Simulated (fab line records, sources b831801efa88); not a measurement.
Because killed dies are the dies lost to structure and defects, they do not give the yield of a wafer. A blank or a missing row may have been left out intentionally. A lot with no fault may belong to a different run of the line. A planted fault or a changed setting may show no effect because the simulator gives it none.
One fault through the eyes of 2 desks || flow sky130 || every desk sees just its own numbers, and what lay behind them comes last

AT THE METROLOGY DESK
What the gauges read for every lot (on any tool): the sampled wafers with a number, averaged. Marked OUT: a lot whose mean sits more than 4 standard deviations from the usual mean, which makes it out of limits; the brackets give that distance.
Columns: A = VIA3_W_RS at SKY_VIA3_RS_MEAS_22, usual 0.2966 ohm/sq; B = VIA3_W_THK at SKY_VIA3_THK_MEAS_23, usual 372 nm; C = CAP2M_CVD_00_THK at SKY_CAP2M_THK_MEAS_01, usual 15.60 nm; D = CAP2M_TIN_RS at SKY_CAP2M_RS_MEAS_03, usual 6.89 ohm/sq; E = CAP2M_TIN_THK at SKY_CAP2M_THK_MEAS_04, usual 200.5 nm; F = CAP2M_OVL at SKY_CAP2M_OVL_MEAS_12, usual -0.6 nm
{"lot": "L353", "first seen here": "day 40 08:17", "A": 0.2985, "B": 370, "C": 15.74, "D": 6.93, "E": 198.0, "F": 0.8}
{"lot": "L358", "first seen here": "day 42 03:46", "A": 0.2956, "B": 374, "C": 15.73, "D": 6.88, "E": 200.5, "F": -2.2}
{"lot": "L364", "first seen here": "day 43 15:14", "A": 0.2953, "B": 378, "C": 15.62, "D": 6.92, "E": 201.1, "F": -0.8}
{"lot": "L363", "first seen here": "day 43 18:47", "A": 0.2950, "B": 379, "C": 15.71, "D": 6.79, "E": 204.4, "F": 1.8}
{"lot": "L375", "first seen here": "day 45 15:35", "A": 0.2973, "B": 372, "C": 15.77, "D": 6.98, "E": 195.9, "F": -0.9}
{"lot": "L376", "first seen here": "day 46 01:13", "A": 0.2968, "B": 375, "C": 15.56, "D": 6.93, "E": 198.6, "F": -1.8}
This desk's finding: nothing out of limits on any of the 6 lots.

AT THE TOOL OWNER'S DESK: pvd-sputter-01
At SKY_METAL4_SPUTTER_01 (material TiN, target thk 20 nm, time 16.7 s) the tool's own readings: per lot run on this tool, the mean of the sampled wafers that have a number. Marked OUT: a lot whose mean sits more than 4 standard deviations from the usual mean, which makes it out of limits; the brackets give that distance.
Columns: A = chamber-pressure-pa at SKY_METAL4_SPUTTER_01, usual 0.4000 Pa; B = throttle-valve-pct at SKY_METAL4_SPUTTER_01, usual 29.3 %
{"lot": "L358", "first seen here": "day 42 04:13", "A": 0.3997, "B": 29.2}
{"lot": "L364", "first seen here": "day 43 15:44", "A": 0.4001, "B": 28.9}
{"lot": "L363", "first seen here": "day 43 19:41", "A": 0.3991, "B": 29.1}
This desk's finding: nothing out of limits on any of the 3 lots.

ALL TOGETHER
At the metrology desk, nothing out of limits was observed.
The tool owner's desk saw nothing out of limits.

WHAT THE SIMULATOR HAD INSERTED
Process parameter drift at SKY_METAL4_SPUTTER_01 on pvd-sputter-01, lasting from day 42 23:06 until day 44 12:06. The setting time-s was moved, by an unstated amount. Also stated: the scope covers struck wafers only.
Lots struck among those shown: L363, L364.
